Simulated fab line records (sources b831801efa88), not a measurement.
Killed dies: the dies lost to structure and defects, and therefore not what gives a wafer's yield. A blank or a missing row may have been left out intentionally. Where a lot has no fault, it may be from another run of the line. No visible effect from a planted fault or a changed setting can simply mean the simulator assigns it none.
Which tool was responsible? / flow sky130 / 11 lots, 33 wafers sampled, at 3 steps of a route of 708

## WHAT THE GAUGES SHOWED, per wafer
SKY_CONTACT_RS_MEAS_25: measures by four-point-probe.
lot=L842; measured=day 32 01:40; on=film_metro-02; CONTACT_W_RS (ohm/sq)=0.340 0.340 0.336
lot=L843; measured=day 32 07:24; on=film_metro-01; CONTACT_W_RS (ohm/sq)=0.340 0.340 0.337
lot=L844; measured=day 32 10:25; on=film_metro-01; CONTACT_W_RS (ohm/sq)=0.338 0.341 0.338
lot=L845; measured=day 33 14:20; on=film_metro-01; CONTACT_W_RS (ohm/sq)=0.340 0.333 0.340
lot=L848; measured=day 34 05:08; on=film_metro-04; CONTACT_W_RS (ohm/sq)=0.337 0.335 0.338
lot=L847; measured=day 34 06:46; on=film_metro-01; CONTACT_W_RS (ohm/sq)=0.336 0.337 0.337
lot=L849; measured=day 34 14:10; on=film_metro-04; CONTACT_W_RS (ohm/sq)=0.339 0.335 0.337
lot=L850; measured=day 34 16:18; on=film_metro-04; CONTACT_W_RS (ohm/sq)=0.334 0.340 0.335
lot=L859; measured=day 37 12:13; on=film_metro-04; CONTACT_W_RS (ohm/sq)=0.414 0.415 0.338 0.414 0.416 0.338
lot=L863; measured=day 38 19:12; on=film_metro-04; CONTACT_W_RS (ohm/sq)=0.332 0.331 0.334
lot=L864; measured=day 38 21:18; on=film_metro-02; CONTACT_W_RS (ohm/sq)=0.333 0.335 0.338

## WHICH TOOL RAN EACH LOT (tool, then ch and the chambers of the sampled wafers, then the start)
lot=L842; SKY_SD_P_STRIP_10=plasma_asher-01 ch 0,1, day 26 01:23; SKY_CONTACT_CVD_24=cvd_w-02 ch 0,1, day 32 01:33
lot=L843; SKY_SD_P_STRIP_10=plasma_asher-01 ch 0,1, day 26 04:49; SKY_CONTACT_CVD_24=cvd_w-02 ch 0,1, day 32 07:17
lot=L844; SKY_SD_P_STRIP_10=plasma_asher-02 ch 0,1, day 26 09:02; SKY_CONTACT_CVD_24=cvd_w-02 ch 0,1, day 32 10:17
lot=L845; SKY_SD_P_STRIP_10=plasma_asher-01 ch 0,1, day 27 13:47; SKY_CONTACT_CVD_24=cvd_w-02 ch 0,1, day 33 14:13
lot=L848; SKY_SD_P_STRIP_10=plasma_asher-02 ch 0,1, day 28 06:26; SKY_CONTACT_CVD_24=cvd_w-01 ch 0,1, day 34 05:00
lot=L847; SKY_SD_P_STRIP_10=plasma_asher-04 ch 0,1, day 28 08:37; SKY_CONTACT_CVD_24=cvd_w-01 ch 0,1, day 34 06:38
lot=L849; SKY_SD_P_STRIP_10=plasma_asher-04 ch 0,1, day 28 16:26; SKY_CONTACT_CVD_24=cvd_w-01 ch 0,1, day 34 14:03
lot=L850; SKY_SD_P_STRIP_10=plasma_asher-04 ch 0,1, day 28 18:08; SKY_CONTACT_CVD_24=cvd_w-02 ch 0,1, day 34 16:11
lot=L859; SKY_SD_P_STRIP_10=plasma_asher-04 ch 0,1, day 31 16:26; SKY_CONTACT_CVD_24=cvd_w-01 ch 0,1, day 37 12:07
lot=L863; SKY_SD_P_STRIP_10=plasma_asher-02 ch 0,1, day 33 02:05; SKY_CONTACT_CVD_24=cvd_w-02 ch 0,1, day 38 19:05
lot=L864; SKY_SD_P_STRIP_10=plasma_asher-04 ch 0,1, day 33 04:13; SKY_CONTACT_CVD_24=cvd_w-02 ch 0,1, day 38 21:11
- SKY_SD_P_STRIP_10: strips in O2/N2.
- SKY_CONTACT_CVD_24: deposits W, target thk 340 nm, time 102.12 s.

## THE ANSWER, worked out from the rows above alone
Rule: what is usual is taken from the lots themselves. Put in order of their means at a reading, lots are off if they are a third of the lots or fewer, leave a main group of 4 or more, and stand apart from it by a gap of 3 or more times the standard deviation of the main group's means; of several such gaps the widest counts. Not used: any main group whose means are identical at the precision the tables above print for the reading. Also off: a lot with no number at a reading for which 4 or more lots have one. Where the step has rows for the other lots, those lots are counted as sound.
Off: at SKY_CONTACT_RS_MEAS_25 (CONTACT_W_RS), L859. For the main group the mean is 0.337 ohm/sq and the standard deviation 0.0019.
A tool fits if, at a process step before that reading, it ran every lot that is off, and no sound lot after the first of them. Those tools and the gauges at SKY_CONTACT_RS_MEAS_25 are tried in the same way. One candidate fits, namely cvd_w-01 at SKY_CONTACT_CVD_24. A fault onset in the window from L849 (day 34 14:03, its last sound lot) to L859 (day 37 12:07, its first lot off) fits.

## WHAT HAD BEEN PUT IN BY THE SIMULATOR
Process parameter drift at SKY_CONTACT_CVD_24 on cvd_w-01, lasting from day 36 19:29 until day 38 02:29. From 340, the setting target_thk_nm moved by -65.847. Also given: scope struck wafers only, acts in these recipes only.
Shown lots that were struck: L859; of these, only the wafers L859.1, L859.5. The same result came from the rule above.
